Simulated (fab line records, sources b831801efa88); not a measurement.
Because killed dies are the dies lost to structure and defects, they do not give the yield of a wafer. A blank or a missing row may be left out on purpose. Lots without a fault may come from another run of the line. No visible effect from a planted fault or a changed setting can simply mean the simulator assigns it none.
A single fault, viewed from 2 desks | flow sky130 | what lay behind the numbers comes last; until then each desk has only its own

AT THE TOOL OWNER'S DESK: hdpcvd-01
The tool's own readings at SKY_LI_CONTACT_HDPCVD_00 (deposits PSG, target thk 930 nm, time 155 s): means of the sampled wafers that have a number, for each lot that ran on this tool. A lot is out of limits, marked OUT, if its mean lies more than 4 standard deviations from the usual mean; the brackets give that distance.
Columns: A = susceptorTempC at SKY_LI_CONTACT_HDPCVD_00, usual 599.98 C
lot  | first seen here | A
L400 | day 29 10:06    | 600.08
L408 | day 31 19:25    | 599.90
L409 | day 32 07:01    | 600.10
L417 | day 34 14:37    | 599.89
L418 | day 35 03:29    | 599.80
Result from this desk: across the 5 lots, nothing is out of limits.

METROLOGY DESK
What the gauges read for every lot (on any tool): the sampled wafers with a number, averaged. A lot is out of limits, marked OUT, if its mean lies more than 4 standard deviations from the usual mean; the brackets give that distance.
Columns: A = LI_CONTACT_HDPCVD_THK at SKY_LI_CONTACT_THK_MEAS_01, usual 935 nm
lot  | first seen here | A
L397 | day 27 14:25    | 923
L398 | day 28 01:14    | 921
L399 | day 28 19:37    | 926
L400 | day 29 10:13    | 934
L403 | day 30 06:16    | 933
L408 | day 31 19:32    | 475 (-46) OUT
L409 | day 32 07:07    | 486 (-45) OUT
L414 | day 33 13:59    | 944
L416 | day 34 04:22    | 942
L417 | day 34 14:44    | 948
L418 | day 35 03:36    | 932
L419 | day 35 11:52    | 936
L420 | day 36 01:58    | 927
This desk reports L408, L409 out of limits; the earliest was L408 at day 31 19:32 (LI_CONTACT_HDPCVD_THK at SKY_LI_CONTACT_THK_MEAS_01). In limits: L397, L398, L399, L400, L403, L414, L416, L417, L418, L419, L420.

PUT TOGETHER
An alarm was possible from the metrology desk at day 31 19:32, on L408, L409.
Nothing out of limits was seen by the tool owner's desk.
On record at the tool owner's desk: L408, L409, within its limits.
On hdpcvd-01, each named lot ran SKY_LI_CONTACT_HDPCVD_00.

WHAT THE SIMULATOR PUT IN
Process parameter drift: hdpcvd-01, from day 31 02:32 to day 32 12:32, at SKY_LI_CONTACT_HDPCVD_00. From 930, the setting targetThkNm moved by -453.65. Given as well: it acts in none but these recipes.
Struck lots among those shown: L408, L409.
Delay in hours, fault start to first out-of-limits reading, per desk: metrology desk 17.
